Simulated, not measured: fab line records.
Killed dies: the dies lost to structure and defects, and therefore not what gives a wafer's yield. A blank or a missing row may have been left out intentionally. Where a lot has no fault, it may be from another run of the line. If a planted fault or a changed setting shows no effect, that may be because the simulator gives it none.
Which of the tools did it? | flow sky130 | 36 wafers from 12 lots sampled at 2 of the route's 708 steps

WHAT THE GAUGES SHOWED, per wafer
SKY_CAPM_RS_MEAS_03: a four-point-probe measurement.
lot  | measured     | on            | CAPM_TIN_RS (ohm/sq)
L075 | day 36 15:01 | film_metro-02 | 6.83 6.77 6.80
L077 | day 37 04:53 | film_metro-04 | 6.89 6.84 6.83
L079 | day 37 21:44 | film_metro-03 | 6.99 6.95 7.00
L081 | day 38 14:19 | film_metro-04 | 6.77 6.78 6.75
L083 | day 39 10:26 | film_metro-02 | 6.84 6.87 6.89
L085 | day 39 20:08 | film_metro-02 | 6.93 6.94 6.97
L087 | day 40 12:28 | film_metro-02 | 6.76 6.85 6.78
L089 | day 41 02:34 | film_metro-02 | 7.00 6.94 6.97
L092 | day 41 21:09 | film_metro-02 | 6.82 6.88 6.83
L093 | day 42 05:13 | film_metro-04 | 6.95 6.98 6.98
L095 | day 42 16:21 | film_metro-04 | 6.80 6.86 6.89
L097 | day 43 03:58 | film_metro-04 | 6.87 6.86 6.90

EACH LOT AND THE TOOL THAT RAN IT (in order: tool; ch and the chambers of the sampled wafers; start)
lot  | SKY_METAL3_SPUTTER_02
L075 | pvd_sputter-04, day 36 14:42
L077 | pvd_sputter-01, day 37 04:35
L079 | pvd_sputter-04, day 37 21:26
L081 | pvd_sputter-01, day 38 14:01
L083 | pvd_sputter-04, day 39 10:08
L085 | pvd_sputter-01, day 39 19:49
L087 | pvd_sputter-03, day 40 12:07
L089 | pvd_sputter-04, day 41 02:12
L092 | pvd_sputter-04, day 41 20:49
L093 | pvd_sputter-04, day 42 04:53
L095 | pvd_sputter-01, day 42 16:03
L097 | pvd_sputter-04, day 43 03:40
- SKY_METAL3_SPUTTER_02: material AlCu, target thk 735 nm, time 39.1 s.

THE ANSWER, worked out from the rows above alone
Rule: usual is defined by the lots themselves. Put in order of their means at a reading, lots are off if they are a third of the lots or fewer, leave a main group of 4 or more, and stand apart from it by a gap of 3 or more times the standard deviation of the main group's means; of several such gaps the widest counts. A main group is skipped when, at the precision printed for the reading in the tables above, its means are all equal. A lot without any number at a reading at which 4 lots or more have one is off too. All remaining lots with rows at the step are treated as sound.
No lot is off on any of the readings shown, so nothing can be concluded from this.

WHAT THE SIMULATOR HAD INSERTED
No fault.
